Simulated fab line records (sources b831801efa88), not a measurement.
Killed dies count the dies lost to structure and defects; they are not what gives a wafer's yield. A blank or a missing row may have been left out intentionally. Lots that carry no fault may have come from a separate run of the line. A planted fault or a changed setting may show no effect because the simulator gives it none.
Comparing a struck lot with a sound one / flow sky130 / 17 steps out of a route of 708
Sound: the wafers L939.1, L939.3, L939.6. Struck: wafer L934.1 (left out: L934.2, L934.3 of the same lot, which were not struck); the cause appears at the end.
For every step that has rows: the tool of each side, followed by ch and its chambers, followed by its first start. Under that, the readings that differ: sound wafers / struck wafers / difference of the means / sigmas: that difference in standard deviations of wafers without a fault.
alike: same words and numbers on both sides, and readings whose means sit less than 2 such deviations apart. not compared: any withheld reading, any reading some wafer has no value for, any bound like >300 that may hide the same value, and any number with overlapping values for which the record gives no deviation.
The two part at a step that has a row with sigmas, a row that says differs or no value, or rows on one side only. Numbers that don't overlap but have no deviation are shown without sigmas and don't part them. A reading that every wafer of one side lacks parts them only if that side has two wafers or more.

SKY_VIA3_CMP_02: polishes SiO2.
  sound on cmp-02 ch 0,2, day 42 21:08; struck on cmp-02 ch 3, day 41 15:19
  alike: motor current A
SKY_VIA3_BOW_MEAS_03:
  sound on film metro-03, day 42 21:26; struck on film metro-01, day 41 15:34
  alike: VIA3_BOW
then, 8 steps without rows for these wafers: SKY_VIA3_DEHYDRATE_04 (time 60 s); SKY_VIA3_HMDS_05 (prime time 60 s); SKY_VIA3_COAT_06 (resist thk 60 nm); SKY_VIA3_COAT_07 (resist thk 450 nm); SKY_VIA3_SOFTBAKE_08 (time 90 s); SKY_VIA3_EXPOSE_09 (exposes mask VIM3, target cd 200 nm); SKY_VIA3_PEB_10; SKY_VIA3_DEVELOP_11 (develop time 60 s).
SKY_VIA3_CD_MEAS_12: the cd target is 200 nm.
  sound on cd sem-02, day 43 20:38; struck on cd sem-01, day 42 15:36
  alike: cd nm
SKY_VIA3_OVL_MEAS_13:
  sound on overlay-02, day 43 20:45; struck on overlay-01, day 42 15:43
  alike: VIA3_OVL
SKY_VIA3_ETCH_14: etches BARC in N2/H2, stops on SiO2, time 45.9 s, target depth 60 nm.
  sound on rie diel-02 ch 1,2, day 43 20:47; struck on rie diel-03 ch 3, day 42 15:46
reading=oes product au (a.u.); sound=0.848 0.852 0.862; struck=0.752; difference=-0.102; sigmas=-20
reading=run length s (s); sound=74.2 73.2 73.3; struck=87.7; difference=+14.1; sigmas=+35
reading=throttle valve pct (%); sound=13.235 13.221 13.234; struck=13.206; difference=-0.024; sigmas=-3
reading=model.KrF-thick_of_VIA3_COAT_07.thk nm (nm); sound=391 389.2 390.3; struck=380; difference=-10; sigmas=
reading=model.VIA3.cd nm (nm); sound=200.6 200 199.5; struck=201.8; difference=+1.8; sigmas=
  alike: drypump motor current A
  not compared: rf hours counter h
SKY_VIA3_ETCH_15: etches SiO2 in C4F8/O2/Ar, stops on TiN, target depth 507 nm, time 78 s.
  sound on rie diel-02 ch 1,2, day 43 20:50; struck on rie diel-03 ch 3, day 42 15:48
reading=run length s (s); sound=106.5 105.3 105.3; struck=106.8; difference=+1.1; sigmas=+3
reading=model.KrF-thick_of_VIA3_COAT_07.thk nm (nm); sound=288.1 284.7 285; struck=279.4; difference=-6.5; sigmas=
  alike: oes product au
  not compared: rf hours counter h
SKY_VIA3_STRIP_16: strips in O2/N2.
  sound on plasma asher-01 ch 0,1, day 43 20:53; struck on plasma asher-01 ch 0, day 42 15:52
reading=strip time to endpoint s (s); sound=4.102 4.067 4.058; struck=4.019; difference=-0.057; sigmas=-2
  alike: drypump motor current A, oes product au
  not compared: rf hours counter h
then, 1 step without rows for these wafers: SKY_VIA3_STRIP_17 (strips in post etch residue remover, time 1200 s).
-- the record jumps here: 6 days lie between the struck wafers' starts before and after (it left off in module VIA3 and takes up again in module PAD_OPEN, whose first step shown is number 708 of the route) --
SKY_PAD_OPEN_PROBE_99:
  sound on prober-02, day 49 08:02; struck on prober-02, day 48 10:58
reading=sort_bin_3_pad_short (%); sound=1.2 0.6 0.4; struck=1.8; difference=+1.1; sigmas=+2
  alike: defect limited yield, killed_at_M0_to_M3, killed_at_M4_up, killed at contacts, killed at front end, killed at other, killed dies, killed open, killed short, sort_bin_5_function, sort_bin_6_memory, sort n pass, sort yield pct

== WHERE THEY PART ==
At SKY_VIA3_ETCH_14 first; at SKY_PAD_OPEN_PROBE_99 last (within this record only).

WHY: what the simulator had put in
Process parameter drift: rie diel-03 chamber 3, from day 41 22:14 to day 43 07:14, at SKY_VIA3_ETCH_14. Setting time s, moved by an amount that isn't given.
